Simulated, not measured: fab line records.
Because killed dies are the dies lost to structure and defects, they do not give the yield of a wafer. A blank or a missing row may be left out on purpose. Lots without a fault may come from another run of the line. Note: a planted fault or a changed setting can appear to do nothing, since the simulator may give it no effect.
fab line records	flow sky130
record lots=6	wafers=17	last_day=50
route steps=708 shown SD_N@356 SD_P@359 RES_XHIGH@360 SALICIDE@361 LI_CONTACT@362 PAD_OPEN@708
lots untouched by any fault: they come from a run of this same line in which no faults occurred
start_h: hours from the record's opening day to when the first of the lot's shown wafers began	wait_h: hours since the lot's step before	" as in the row above	L1.1+2: several wafers, shown together as one row	- no value present, or no start provided	* or withheld: withheld	< > ~ a bound
route shown NAME@n: names a module that has steps shown in the file, with the first one's number in the route	usual: average and standard deviation across the fault-free wafers	same: alike in all rows	chamber/n: place in a boat	sites: readings site by site	_std_site: standard deviation of those values	_edge_site: outer sites' mean less inner sites'	radius_mm: for every site, how far away it sits from the centre of the wafer	mask NAME#n: copy n	behind: the tool/chamber that last shaped the wafer	hold: cause of the lot's hold/its duration in hours/its outcome	device: the n, p or np transistor that did not switch	end of line: tests of these same wafers at the route's end	for a step that has no rows: nothing shown but its recipe	killed: not the wafer's yield, but the dies lost to structure and defects at the first sort	map: a wafer's dies, x killed, . not, _ none there
set.NAME: the run value of the setting; set.NAME@STEP: its run value at that earlier step	model.NAME: the simulator's own value behind a step, which no gauge read
lots seen at some steps along the route; tables by step, rows by wafer
services: the hour from which a tool's chamber was out of use, counted from the record's first day as start_h (under 0 if before that day), plus the number of hours and why
## steps
# step SKY_SD_N_RTA_14
# recipe temp_c=1075	time_s=2	idle_temp_c=650	ramp_up_c_per_s=150	ramp_down_c_per_s=90	ambient=N2
# usual lamp_power_pct=15.73/0.05	wafer_temp_C_max=1078.1/1.3
lot.wafer	tool	chamber	start_h	wait_h	lamp_power_pct	wafer_temp_C_max
L374.2	rtp_anneal-02	0	707.03	0.0	15.69	1079.4
L374.3	"	0	"	"	15.71	1079.1
L374.6	"	0	"	"	15.73	1076.8
L375.2	rtp_anneal-02	0	730.07	0.0	15.71	1080.7
L375.4	"	0	"	"	15.74	1077.8
L375.6	"	0	"	"	15.73	1076.3
L378.1	rtp_anneal-02	0	742.32	0.0	15.72	1079.6
L378.2	"	0	"	"	15.84	1077.4
L378.4	"	0	"	"	15.70	1076.1
L380.2	rtp_anneal-02	0	776.43	0.0	15.80	1077.8
L380.4	"	0	"	"	15.66	1077.9
L388.2	rtp_anneal-01	0	796.08	0.0	15.78	1078.5
L388.3	"	0	"	"	15.69	1077.6
L388.6	"	0	"	"	15.76	1076.5
L392.3	rtp_anneal-01	0	826.19	0.0	15.77	1081.5
L392.4	"	0	"	"	15.79	1077.6
L392.5	"	0	"	"	15.68	1079.3
# step SKY_SD_N_RS_MEAS_16
# recipe thk_meas_gauge=four-point-probe
# usual SD_N_RS=68.45/0.11
lot.wafer	tool	chamber	start_h	wait_h	SD_N_RS[ohm/sq]
L374.2	film_metro-02	-	707.21	0.1	68.59
L374.3	"	-	"	"	68.63
L374.6	"	-	"	"	68.54
L375.2	film_metro-01	-	730.25	0.1	68.22
L375.4	"	-	"	"	68.25
L375.6	"	-	"	"	68.34
L378.1	film_metro-02	-	742.49	0.1	68.47
L378.2	"	-	"	"	68.57
L378.4	"	-	"	"	68.41
L380.2	film_metro-02	-	776.62	0.1	68.63
L380.4	"	-	"	"	68.56
L388.2	film_metro-03	-	796.27	0.1	68.30
L388.3	"	-	"	"	68.35
L388.6	"	-	"	"	68.45
L392.3	film_metro-02	-	826.39	0.1	68.37
L392.4	"	-	"	"	68.42
L392.5	"	-	"	"	68.40
# step SKY_SD_N_RS_MEAS_17
# recipe thk_meas_gauge=four-point-probe
# usual SD_P_RS=146.8/0.35
lot.wafer	tool	chamber	start_h	wait_h	SD_P_RS[ohm/sq]
L374.2	film_metro-02	-	707.33	0.1	147.1
L374.3	"	-	"	"	147.2
L374.6	"	-	"	"	146.9
L375.2	film_metro-01	-	730.37	0.1	146.3
L375.4	"	-	"	"	146.2
L375.6	"	-	"	"	146.8
L378.1	film_metro-02	-	742.61	0.1	146.6
L378.2	"	-	"	"	146.9
L378.4	"	-	"	"	147.0
L380.2	film_metro-02	-	776.74	0.1	146.6
L380.4	"	-	"	"	146.7
L388.2	film_metro-03	-	796.39	0.1	147.1
L388.3	"	-	"	"	146.8
L388.6	"	-	"	"	146.8
L392.3	film_metro-02	-	826.51	0.1	146.5
L392.4	"	-	"	"	147.3
L392.5	"	-	"	"	147.2
# step SKY_SD_N_RS_MEAS_18
# recipe thk_meas_gauge=four-point-probe
# usual RES_XHIGH_RS=333.0/1.5
lot.wafer	tool	chamber	start_h	wait_h	RES_XHIGH_RS[ohm/sq]
L374.2	film_metro-02	-	707.45	0.1	333.5
L374.3	"	-	"	"	334.3
L374.6	"	-	"	"	334.9
L375.2	film_metro-01	-	730.49	0.1	331.9
L375.4	"	-	"	"	330.7
L375.6	"	-	"	"	331.8
L378.1	film_metro-02	-	742.73	0.1	332.5
L378.2	"	-	"	"	333.9
L378.4	"	-	"	"	335.2
L380.2	film_metro-02	-	776.86	0.1	333.0
L380.4	"	-	"	"	333.2
L388.2	film_metro-03	-	796.51	0.1	334.4
L388.3	"	-	"	"	334.5
L388.6	"	-	"	"	334.4
L392.3	film_metro-02	-	826.63	0.1	332.7
L392.4	"	-	"	"	333.6
L392.5	"	-	"	"	332.6
# step SKY_SALICIDE_CLEAN_00
# recipe chemistry=HF-last	time_s=30	dilution=100:1	dry=ipa_marangoni
# step SKY_LI_CONTACT_HDPCVD_00
# recipe material=PSG	target_thk_nm=930	sigma_open_frac=0.3	time_s=155	temp_c=600	sih4_flow_sccm=60	pressure_mtorr=6
# step SKY_LI_CONTACT_THK_MEAS_01
# recipe reads=PSG_of_LI_CONTACT_HDPCVD_00
# usual LI_CONTACT_HDPCVD_THK=931/8.1
lot.wafer	tool	chamber	start_h	wait_h	LI_CONTACT_HDPCVD_THK[nm]
L374.2	film_metro-01	-	707.68	0.1	934
L374.3	"	-	"	"	932
L374.6	"	-	"	"	928
L375.2	film_metro-01	-	730.72	0.1	934
L375.4	"	-	"	"	927
L375.6	"	-	"	"	946
L378.1	film_metro-01	-	742.97	0.1	931
L378.2	"	-	"	"	934
L378.4	"	-	"	"	939
L380.2	film_metro-02	-	777.08	0.1	930
L380.4	"	-	"	"	929
L388.2	film_metro-01	-	796.75	0.1	937
L388.3	"	-	"	"	944
L388.6	"	-	"	"	940
L392.3	film_metro-01	-	826.85	0.1	924
L392.4	"	-	"	"	941
L392.5	"	-	"	"	926
# step SKY_LI_CONTACT_CMP_02
# recipe material=PSG	down_force_psi=4	platen_rpm=60	pad_velocity_m_s=0.94248
# usual motor_current_A=12.0/1.7	time_to_endpoint_s=32.4/2.8
lot.wafer	tool	chamber	start_h	wait_h	motor_current_A	time_to_endpoint_s
L374.3	cmp-02	0	707.78	0.1	11.5	35.5
L374.2	"	1	"	"	11.2	37.0
L374.6	"	3	"	"	11.5	33.4
L375.2	cmp-02	0	730.82	0.1	11.7	32.7
L375.4	"	2	"	"	14.8	30.6
L375.6	"	0	"	"	11.3	35.1
L378.1	cmp-01	1	743.03	0.1	12.4	29.7
L378.2	"	2	"	"	11.8	35.2
L378.4	"	0	"	"	9.0	32.6
L380.2	cmp-01	2	777.13	0.0	12.8	28.1
L380.4	"	3	"	"	10.3	26.3
L388.3	cmp-02	0	796.80	0.0	12.0	36.0
L388.2	"	1	"	"	10.6	32.4
L388.6	"	1	"	"	11.1	33.7
L392.4	cmp-01	1	826.89	0.0	12.4	32.8
L392.3	"	2	"	"	12.6	35.3
L392.5	"	1	"	"	12.3	32.0
# step SKY_LI_CONTACT_BOW_MEAS_03
# recipe mode=bow
# usual LI_CONTACT_BOW=56/6.5
lot.wafer	tool	chamber	start_h	wait_h	LI_CONTACT_BOW[um]
L374.2	film_metro-01	-	708.05	0.2	53
L374.3	"	-	"	"	59
L374.6	"	-	"	"	47
L375.2	film_metro-01	-	731.09	0.2	42
L375.4	"	-	"	"	54
L375.6	"	-	"	"	60
L378.1	film_metro-02	-	743.33	0.2	58
L378.2	"	-	"	"	57
L378.4	"	-	"	"	66
L380.2	film_metro-01	-	777.45	0.3	61
L380.4	"	-	"	"	53
L388.2	film_metro-01	-	797.12	0.2	50
L388.3	"	-	"	"	59
L388.6	"	-	"	"	59
L392.3	film_metro-01	-	827.23	0.2	67
L392.4	"	-	"	"	62
L392.5	"	-	"	"	52
# step SKY_LI_CONTACT_DEHYDRATE_04
# recipe temp_c=200	time_s=60
# step SKY_LI_CONTACT_HMDS_05
# recipe prime_time_s=60	prime_temp_c=120
# step SKY_LI_CONTACT_COAT_06
# recipe resist=BARC	temp_c=withheld	time_s=withheld	spin_rpm=3000	resist_thk_nm=60
# usual chill_plate_temp_C=*	exhaust_pa=44.9/0.94
lot.wafer	tool	chamber	start_h	wait_h	chill_plate_temp_C	exhaust_pa
L374.2	litho_track-01	0	721.68	0.1	*	46.1
L374.3	"	0	"	"	*	46.0
L374.6	"	0	"	"	*	45.5
L375.2	litho_track-03	0	744.47	0.1	*	45.9
L375.4	"	0	"	"	*	45.1
L375.6	"	0	"	"	*	44.8
L378.1	litho_track-03	0	757.14	0.1	*	45.5
L378.2	"	0	"	"	*	46.4
L378.4	"	0	"	"	*	46.7
L380.2	litho_track-03	0	789.67	0.1	*	44.5
L380.4	"	0	"	"	*	43.6
L388.2	litho_track-01	0	811.73	0.1	*	45.5
L388.3	"	0	"	"	*	45.7
L388.6	"	0	"	"	*	45.0
L392.3	litho_track-04	0	840.05	0.1	*	44.6
L392.4	"	0	"	"	*	44.9
L392.5	"	0	"	"	*	43.7
# step SKY_LI_CONTACT_COAT_07
# recipe resist=KrF-thick	spin_rpm=3000	resist_thk_nm=450
# step SKY_LI_CONTACT_SOFTBAKE_08
# recipe temp_c=100	time_s=90	resist=KrF-thick
# step SKY_LI_CONTACT_EXPOSE_09
# recipe mask_id=LICM1	na=0.8	source_shape=annular	sigma_inner=0.55	sigma_outer=0.85	target_cd_nm=170	dose_mj=38
# step SKY_LI_CONTACT_PEB_10
# recipe peb_temp_c=withheld	peb_time_s=withheld	resist=KrF-thick
# step SKY_LI_CONTACT_DEVELOP_11
# recipe develop_time_s=60	resist=KrF-thick	dev_temp_c=21
# step SKY_LI_CONTACT_CD_MEAS_12
# recipe target_cd_nm=170
# usual cd_nm=170.1/1.5
lot.wafer	tool	chamber	start_h	wait_h	cd_nm
L374.2	cd_sem-01	-	734.91	-	170.3
L374.3	"	-	"	"	168.7
L374.6	"	-	"	"	170.4
L375.2	cd_sem-02	-	758.61	-	173.5
L375.4	"	-	"	"	171.1
L375.6	"	-	"	"	171.1
L378.1	cd_sem-02	-	770.60	-	167.6
L378.2	"	-	"	"	167.7
L378.4	"	-	"	"	167.6
L380.2	cd_sem-01	-	803.27	-	171.0
L380.4	"	-	"	"	170.6
L388.2	cd_sem-01	-	824.57	-	171.1
L388.3	"	-	"	"	170.8
L388.6	"	-	"	"	170.7
L392.3	cd_sem-01	-	853.04	-	173.1
L392.4	"	-	"	"	169.9
L392.5	"	-	"	"	169.8
# step SKY_LI_CONTACT_OVL_MEAS_13
# usual LI_CONTACT_OVL=1/4.8
lot.wafer	tool	chamber	start_h	wait_h	LI_CONTACT_OVL[nm]
L374.2	overlay-01	-	735.02	0.1	-2
L374.3	"	-	"	"	8
L374.6	"	-	"	"	4
L375.2	overlay-02	-	758.72	0.1	-2
L375.4	"	-	"	"	-5
L375.6	"	-	"	"	-2
L378.1	overlay-01	-	770.72	0.1	-7
L378.2	"	-	"	"	-6
L378.4	"	-	"	"	-5
L380.2	overlay-02	-	803.38	0.1	-4
L380.4	"	-	"	"	-5
L388.2	overlay-01	-	824.68	0.1	0
L388.3	"	-	"	"	1
L388.6	"	-	"	"	2
L392.3	overlay-01	-	853.13	0.1	6
L392.4	"	-	"	"	-4
L392.5	"	-	"	"	3
# step SKY_LI_CONTACT_ETCH_14
# recipe chemistry=N2/H2	target=BARC	ion_energy_ev=200	source_w=500	bias_w=100	pressure_mtorr=30	n2_flow_sccm=100	h2_flow_sccm=200	stop_on=SiO2	time_s=45.9	target_depth_a=600
# usual drypump_motor_current_A=5.8/0.55	h2_flow_sccm=200.0/0.63	oes_product_au=0.854/0.0047	throttle_valve_pct=13.225/0.0089
lot.wafer	tool	chamber	start_h	wait_h	drypump_motor_current_A	h2_flow_sccm	oes_product_au	rf_hours_counter_h	throttle_valve_pct	model.etch.depth_nm
L374.2	rie_diel-02	3	735.05	0.0	6.4	198.9	0.854	4	13.229	59.93
L374.3	"	2	"	"	5.8	199.6	0.864	3	13.234	60.06
L374.6	"	3	"	"	6.4	199.4	0.858	-	13.227	60.04
L375.2	rie_diel-02	0	758.75	0.0	5.2	200.3	0.842	5	13.229	59.85
L375.4	"	3	"	"	6.5	200.2	0.848	4	13.218	59.92
L375.6	"	0	"	"	5.2	199.0	0.858	-	13.229	59.78
L378.1	rie_diel-03	1	770.76	0.0	6.2	199.6	0.850	2	13.238	59.81
L378.2	"	3	"	"	5.6	200.8	0.876	24	13.225	62.7
L378.4	"	0	"	"	5.8	199.6	0.856	1	13.221	59.83
L380.2	rie_diel-03	0	803.41	0.0	5.7	198.9	0.871	2	13.230	62.67
L380.4	"	3	"	"	5.6	200.2	0.855	25	13.224	59.9
L388.2	rie_diel-02	0	824.71	0.0	5.2	199.9	0.857	6	13.226	60.03
L388.3	"	1	"	"	6.3	198.5	0.861	6	13.220	60.17
L388.6	"	1	"	"	6.3	199.3	0.856	-	13.236	59.94
L392.3	rie_diel-01	2	853.16	0.0	5.5	199.8	0.858	8	13.206	59.95
L392.4	"	3	"	"	5.5	200.5	0.857	10	13.222	59.82
L392.5	"	3	"	"	5.4	200.0	0.853	-	13.227	59.88
# step SKY_LI_CONTACT_ETCH_15
# recipe target=PSG	chemistry=C4F8/O2/Ar	stop_on=Si	taper_deg=4.15	mask_material=KrF-thick	source_w=1500	bias_w=1200	pressure_mtorr=40	c4f8_flow_sccm=withheld	O2_flow_sccm=6	Ar_flow_sccm=300	time_s=withheld	target_depth_a=6000
# usual oes_product_au=0.836/0.0049
lot.wafer	tool	chamber	start_h	wait_h	oes_product_au
L374.2	rie_diel-02	3	735.09	0.0	0.846
L374.3	"	2	"	"	0.836
L374.6	"	3	"	"	0.837
L375.2	rie_diel-02	0	758.79	0.0	0.839
L375.4	"	3	"	"	0.837
L375.6	"	0	"	"	0.836
L378.1	rie_diel-03	1	770.80	0.0	0.839
L378.2	"	3	"	"	0.839
L378.4	"	0	"	"	0.832
L380.2	rie_diel-03	0	803.45	0.0	0.829
L380.4	"	3	"	"	0.841
L388.2	rie_diel-02	0	824.75	0.0	0.827
L388.3	"	1	"	"	0.839
L388.6	"	1	"	"	0.837
L392.3	rie_diel-01	2	853.20	0.0	0.844
L392.4	"	3	"	"	0.835
L392.5	"	3	"	"	0.837
# step SKY_PAD_OPEN_PROBE_99
# usual killed_at_M0_to_M3=44/6.9	killed_at_M4_up=3.3/1.7	killed_at_contacts=24/5.5	killed_at_front_end=16/4.5	killed_at_other=0.2/0.46	killed_dies=87/9.1	killed_open=48/7.3	killed_short=39/6.2
# same gross_dies=492	killed_at_back_side=0
lot.wafer	tool	chamber	start_h	wait_h	killed_at_M0_to_M3	killed_at_M4_up	killed_at_contacts	killed_at_front_end	killed_at_other	killed_dies	killed_open	killed_short
L374.2	prober-01	-	1118.42	0.1	56	1	19	13	0	89	38	48
L375.4	prober-02	-	1142.27	0.2	53	5	23	12	2	95	59	35
L375.6	prober-02	-	1142.37	0.2	39	3	17	26	0	85	43	42
L380.2	prober-01	-	1166.88	0.1	34	9	28	16	0	87	50	37
L380.4	prober-01	-	1166.98	0.2	35	3	28	11	1	78	44	34
L392.3	prober-02	-	1200.12	0.2	48	3	25	7	0	83	43	40
# killed by level:class
L374.2 VIA1:geometric_particle:open=13 METAL3:geometric_particle:short=8 METAL1:geometric_particle:short=7 FIELD_ISO:geometric_particle:short=5 LI_CONTACT:geometric_particle:open=5 CONTACT:geometric_particle:open=5 VIA1:geometric_particle:short=5 METAL2:geometric_particle:short=5
L375.4 VIA1:geometric_particle:open=15 CONTACT:geometric_particle:open=12 VIA3:geometric_particle:open=9 VIA1:geometric_particle:short=6 LI_CONTACT:geometric_particle:open=5 METAL1:geometric_particle:short=5 METAL2:geometric_particle:short=5 VIA2:geometric_particle:open=4
L375.6 VIA2:geometric_particle:open=8 POLY_GATE:geometric_particle:short=7 LI_CONTACT:geometric_particle:open=7 METAL2:geometric_particle:short=7 VIA1:geometric_particle:open=7 FIELD_ISO:geometric_particle:short=6 FIELD_ISO:geometric_particle:open=5 CONTACT:geometric_particle:open=5
L380.2 LI_CONTACT:geometric_particle:open=11 CONTACT:geometric_particle:open=9 VIA1:geometric_particle:open=7 METAL4:geometric_particle:short=6 POLY_GATE:geometric_particle:short=5 VIA3:geometric_particle:open=5 METAL2:geometric_particle:short=5 FIELD_ISO:geometric_particle:open=4
L380.4 VIA1:geometric_particle:open=10 CONTACT:geometric_particle:short=8 CONTACT:geometric_particle:open=7 VIA2:geometric_particle:open=7 LOCAL_INTERCONNECT:geometric_particle:short=5 LI_CONTACT:geometric_particle:open=5 VIA3:geometric_particle:open=4 FIELD_ISO:geometric_particle:short=3
L392.3 VIA1:geometric_particle:open=12 VIA2:geometric_particle:open=8 VIA3:geometric_particle:open=7 LOCAL_INTERCONNECT:geometric_particle:short=7 CONTACT:geometric_particle:short=6 LI_CONTACT:geometric_particle:open=5 METAL3:geometric_particle:short=5 VIA1:geometric_particle:short=4
## services
tool	chamber	start_h	hours	kind
cmp-02	-	687.29	3.5	repair
cmp-02	-	688.79	3.8	repair
rie_diel-03	1	700.09	-	clean
rie_diel-03	1	700.09	21.8	scheduled_down
rie_diel-03	1	700.09	21.8	vent_cycle
rie_diel-01	-	719.57	2.5	repair
rie_diel-03	0	721.88	-	clean
rie_diel-03	0	721.88	31.8	scheduled_down
rie_diel-03	0	721.88	31.8	vent_cycle
litho_track-04	-	727.90	-	consumable_replace:filter
cmp-01	-	730.70	0.3	repair
rie_diel-02	0	732.78	5.4	repair
cmp-02	-	735.54	4.9	pm
cmp-02	-	744.37	4.0	pm
cmp-02	-	748.37	-	consumable_replace:conditioner
cmp-02	-	748.37	-	consumable_replace:pad
rie_diel-03	1	773.67	7.5	repair
litho_track-04	-	801.60	-	consumable_replace:filter
rie_diel-03	-	808.84	0.5	repair
rie_diel-01	0	826.50	8.2	repair
rie_diel-02	2	827.57	9.4	repair
cmp-02	-	829.58	0.8	repair
cmp-01	-	837.63	7.8	pm
## key
first_sign step=SKY_LI_CONTACT_ETCH_14	reading=oes_product_au	direction=up	sigmas=4.3	usual=0.854	struck=0.874
effect none on later readings
model_effect step=SKY_LI_CONTACT_ETCH_14	value=etch.depth_nm	without=59.8	struck=62.68
met_at SKY_LI_CONTACT_COAT_06
struck_wafers L378.2,L380.2
tester_left_out L378,L380
onset_between 744.47 757.14
fault kind=process_parameter_drift	tool=litho_track-03	chamber=-	onset_h=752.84	steps=SKY_LI_CONTACT_COAT_06	channel=resist_thk_nm	offset=2.8945	shape=step	end_h=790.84	scope=struck_wafers_only	acts_in=these_recipes_only	stated=60
# tester_left_out: of these lots the tester's yield and bins aren't shown, on N5 and GAA mostly nor the transistor test; their killed dies are dies lost to structure and defects alone, not to doping, threshold or leakage, so they don't give the yield
